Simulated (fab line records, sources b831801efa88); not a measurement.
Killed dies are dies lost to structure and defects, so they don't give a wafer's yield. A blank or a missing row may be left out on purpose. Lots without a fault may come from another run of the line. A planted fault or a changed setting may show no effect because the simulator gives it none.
Which tool did it? | flow gf180mcu | 24 lots, 72 wafers sampled, at 5 steps of a route of 602

WHAT THE GAUGES READ, wafer by wafer
GF_V2_THK_MEAS_03.
lot  | measured     | on            | V2_CVD_02_THK (nm)
L074 | day 19 13:18 | film_metro-02 | 853 840 850
L075 | day 19 19:22 | film_metro-04 | 830 848 838
L076 | day 20 01:46 | film_metro-02 | 839 849 848
L077 | day 20 12:53 | film_metro-02 | 834 826 855
L078 | day 20 18:45 | film_metro-02 | 851 841 858
L079 | day 21 07:23 | film_metro-02 | 855 854 863
L080 | day 21 15:01 | film_metro-01 | 841 849 863
L081 | day 22 06:28 | film_metro-01 | 845 845 850
L082 | day 22 07:32 | film_metro-04 | 850 855 860
L083 | day 22 10:55 | film_metro-02 | 843 852 852
L084 | day 23 03:34 | film_metro-04 | 864 882 866
L085 | day 23 13:25 | film_metro-02 | 851 863 869
L086 | day 23 21:29 | film_metro-02 | 846 845 865
L087 | day 24 04:56 | film_metro-04 | 851 856 858
L088 | day 24 13:37 | film_metro-02 | 853 853 863
L089 | day 24 18:07 | film_metro-01 | 841 848 851
L090 | day 25 03:05 | film_metro-01 | 842 854 848
L091 | day 25 17:08 | film_metro-04 | 850 850 862
L092 | day 25 19:58 | film_metro-02 | 827 835 856
L093 | day 26 05:19 | film_metro-01 | 852 836 861
L094 | day 26 12:04 | film_metro-02 | 848 853 862
L095 | day 26 21:09 | film_metro-01 | 879 870 859
L096 | day 26 23:20 | film_metro-01 | 843 855 847
L097 | day 27 07:58 | film_metro-04 | 848 835 850

GF_V2_RS_MEAS_24: measures by four-point-probe.
lot  | measured     | on            | V2_W_RS (ohm/sq)
L074 | day 20 15:29 | film_metro-01 | 0.328 0.328 0.330
L075 | day 20 20:43 | film_metro-02 | 0.332 0.332 0.343
L076 | day 21 03:55 | film_metro-02 | 0.328 0.330 0.336
L077 | day 21 13:58 | film_metro-02 | 0.327 0.331 0.332
L078 | day 21 20:44 | film_metro-01 | 0.333 0.331 0.327
L079 | day 22 08:41 | film_metro-04 | 0.334 0.331 0.326
L080 | day 22 16:07 | film_metro-01 | 0.328 0.326 0.328
L081 | day 23 06:56 | film_metro-01 | 0.326 0.331 0.332
L082 | day 23 08:16 | film_metro-04 | 0.323 0.330 0.329
L083 | day 23 11:25 | film_metro-04 | 0.333 0.331 0.330
L084 | day 24 03:44 | film_metro-01 | 0.327 0.332 0.325
L085 | day 24 13:31 | film_metro-04 | 0.331 0.331 0.327
L086 | day 24 20:35 | film_metro-02 | 0.326 0.330 0.329
L087 | day 25 04:53 | film_metro-02 | 0.327 0.329 0.326
L088 | day 25 12:22 | film_metro-02 | 0.328 0.333 0.332
L089 | day 25 17:23 | film_metro-04 | 0.330 0.328 0.333
L090 | day 26 01:56 | film_metro-01 | 0.326 0.332 0.331
L091 | day 26 15:53 | film_metro-02 | 0.334 0.331 0.332
L092 | day 26 18:45 | film_metro-04 | 0.331 0.330 0.330
L093 | day 27 03:22 | film_metro-02 | 0.329 0.327 0.331
L094 | day 27 10:14 | film_metro-04 | 0.329 0.332 0.330
L095 | day 27 18:29 | film_metro-02 | 0.331 0.328 0.323
L096 | day 27 20:38 | film_metro-01 | 0.326 0.326 0.329
L097 | day 28 06:08 | film_metro-01 | 0.331 0.330 0.329

GF_V2_THK_MEAS_25: measures by xrf.
lot  | measured     | on            | V2_W_THK (nm)
L074 | day 20 15:37 | film_metro-01 | 343 342 341
L075 | day 20 20:50 | film_metro-02 | 338 340 326
L076 | day 21 04:01 | film_metro-02 | 346 345 339
L077 | day 21 14:05 | film_metro-02 | 345 342 343
L078 | day 21 20:51 | film_metro-01 | 340 343 346
L079 | day 22 08:47 | film_metro-04 | 342 344 348
L080 | day 22 16:13 | film_metro-01 | 344 343 346
L081 | day 23 07:03 | film_metro-01 | 348 345 341
L082 | day 23 08:22 | film_metro-04 | 346 343 344
L083 | day 23 11:31 | film_metro-04 | 338 343 341
L084 | day 24 03:52 | film_metro-01 | 341 335 342
L085 | day 24 13:38 | film_metro-04 | 343 341 346
L086 | day 24 20:42 | film_metro-02 | 347 344 345
L087 | day 25 05:00 | film_metro-02 | 347 344 348
L088 | day 25 12:28 | film_metro-02 | 346 342 342
L089 | day 25 17:30 | film_metro-04 | 342 343 341
L090 | day 26 02:03 | film_metro-01 | 345 340 341
L091 | day 26 16:00 | film_metro-02 | 341 342 342
L092 | day 26 18:52 | film_metro-04 | 346 346 344
L093 | day 27 03:29 | film_metro-02 | 345 346 344
L094 | day 27 10:22 | film_metro-04 | 341 339 341
L095 | day 27 18:34 | film_metro-02 | 343 346 352
L096 | day 27 20:45 | film_metro-01 | 345 345 342
L097 | day 28 06:15 | film_metro-01 | 341 340 344

GF_V3_THK_MEAS_01.
lot  | measured     | on            | V3_CVD_00_THK (nm)
L074 | day 21 17:10 | film_metro-01 | 586 594 597
L075 | day 21 21:58 | film_metro-01 | 584 594 590
L076 | day 22 05:38 | film_metro-03 | 588 599 598
L077 | day 22 15:05 | film_metro-04 | 593 589 602
L078 | day 22 21:44 | film_metro-03 | 600 604 598
L079 | day 23 09:01 | film_metro-01 | 602 602 598
L080 | day 23 16:50 | film_metro-01 | 599 592 595
L081 | day 24 06:57 | film_metro-03 | 605 598 614
L082 | day 24 08:31 | film_metro-04 | 615 611 610
L083 | day 24 10:55 | film_metro-04 | 604 607 608
L084 | day 25 03:44 | film_metro-03 | 612 616 610
L085 | day 25 12:42 | film_metro-04 | 591 593 599
L086 | day 25 19:27 | film_metro-04 | 606 612 607
L087 | day 26 03:57 | film_metro-04 | 603 606 607
L088 | day 26 10:41 | film_metro-01 | 594 598 602
L089 | day 26 16:05 | film_metro-04 | 602 605 596
L090 | day 27 00:45 | film_metro-01 | 590 606 598
L091 | day 27 13:22 | film_metro-03 | 603 605 603
L092 | day 27 16:49 | film_metro-03 | 600 594 596
L093 | day 28 01:02 | film_metro-03 | 589 591 592
L094 | day 28 08:19 | film_metro-01 | 609 597 602
L095 | day 28 15:52 | film_metro-03 | 585 596 594
L096 | day 28 18:04 | film_metro-03 | 594 588 595
L097 | day 29 02:26 | film_metro-04 | 601 595 601

WHICH TOOL RAN EACH LOT (tool, then ch and the chambers of the sampled wafers, then the start)
lot  | GF_V1_SPUTTER_22
L074 | pvd_sputter-04, day 18 11:29
L075 | pvd_sputter-04, day 18 16:22
L076 | pvd_sputter-04, day 18 23:44
L077 | pvd_sputter-04, day 19 09:59
L078 | pvd_sputter-04, day 19 16:47
L079 | pvd_sputter-04, day 20 05:17
L080 | pvd_sputter-04, day 20 13:00
L081 | pvd_sputter-03, day 21 04:28
L082 | pvd_sputter-04, day 21 05:50
L083 | pvd_sputter-04, day 21 09:28
L084 | pvd_sputter-02, day 22 02:28
L085 | pvd_sputter-04, day 22 12:13
L086 | pvd_sputter-02, day 22 20:28
L087 | pvd_sputter-04, day 23 04:07
L088 | pvd_sputter-04, day 23 13:22
L089 | pvd_sputter-03, day 23 18:14
L090 | pvd_sputter-03, day 24 03:12
L091 | pvd_sputter-03, day 24 17:48
L092 | pvd_sputter-04, day 24 21:22
L093 | pvd_sputter-03, day 25 05:39
L094 | pvd_sputter-03, day 25 13:37
L095 | pvd_sputter-04, day 25 22:53
L096 | pvd_sputter-02, day 26 00:20
L097 | pvd_sputter-04, day 26 10:01
- GF_V1_SPUTTER_22: material TiN, target thk 10 nm, time 40 s.

WHAT THE TOOLS THEMSELVES READ (means of the sampled wafers that have a number; where no wafer has one, the mark that the record gives instead)
GF_V1_SPUTTER_22.
lot  | tool           | chamber_pressure_pa (Pa) | throttle_valve_pct (%)
L074 | pvd_sputter-04 | 5.003                    | 30.2
L075 | pvd_sputter-04 | 4.992                    | 30.0
L076 | pvd_sputter-04 | 5.001                    | 30.4
L077 | pvd_sputter-04 | 5.006                    | 30.5
L078 | pvd_sputter-04 | 4.997                    | 30.5
L079 | pvd_sputter-04 | 5.006                    | 30.6
L080 | pvd_sputter-04 | 5.009                    | 30.1
L081 | pvd_sputter-03 | 4.998                    | 29.8
L082 | pvd_sputter-04 | 5.002                    | 30.0
L083 | pvd_sputter-04 | 5.013                    | 30.3
L084 | pvd_sputter-02 | 5.008                    | 31.4
L085 | pvd_sputter-04 | 5.001                    | 30.8
L086 | pvd_sputter-02 | 5.002                    | 30.7
L087 | pvd_sputter-04 | 5.013                    | 30.4
L088 | pvd_sputter-04 | 4.993                    | 30.3
L089 | pvd_sputter-03 | 5.000                    | 29.5
L090 | pvd_sputter-03 | 4.996                    | 29.9
L091 | pvd_sputter-03 | 5.004                    | 29.9
L092 | pvd_sputter-04 | 4.989                    | 30.4
L093 | pvd_sputter-03 | 5.008                    | 29.9
L094 | pvd_sputter-03 | 4.997                    | 29.1
L095 | pvd_sputter-04 | 5.007                    | 30.4
L096 | pvd_sputter-02 | 4.994                    | 31.1
L097 | pvd_sputter-04 | 4.999                    | 30.4

THE ANSWER, worked out from the rows above alone
Rule: what is usual is taken from the lots themselves. Put in order of their means at a reading, lots are off if they are a third of the lots or fewer, leave a main group of 4 or more, and stand apart from it by a gap of 3 or more times the standard deviation of the main group's means; of several such gaps the widest counts. A main group whose means are all the same, to the digits that the tables above print for the reading, isn't used. A lot without any number at a reading at which 4 lots or more have one is off too. The other lots that the step has rows for count as sound. The gauges are gone through in route order, then the tools' own readings, and for those a lot's mean is taken as printed above. The first step at which some lot is off is used, and at that step the reading that is off furthest; a lot without a number counts as furthest.
No lot is off at any reading shown: from this, nothing can be told.

WHAT THE SIMULATOR HAD PUT IN
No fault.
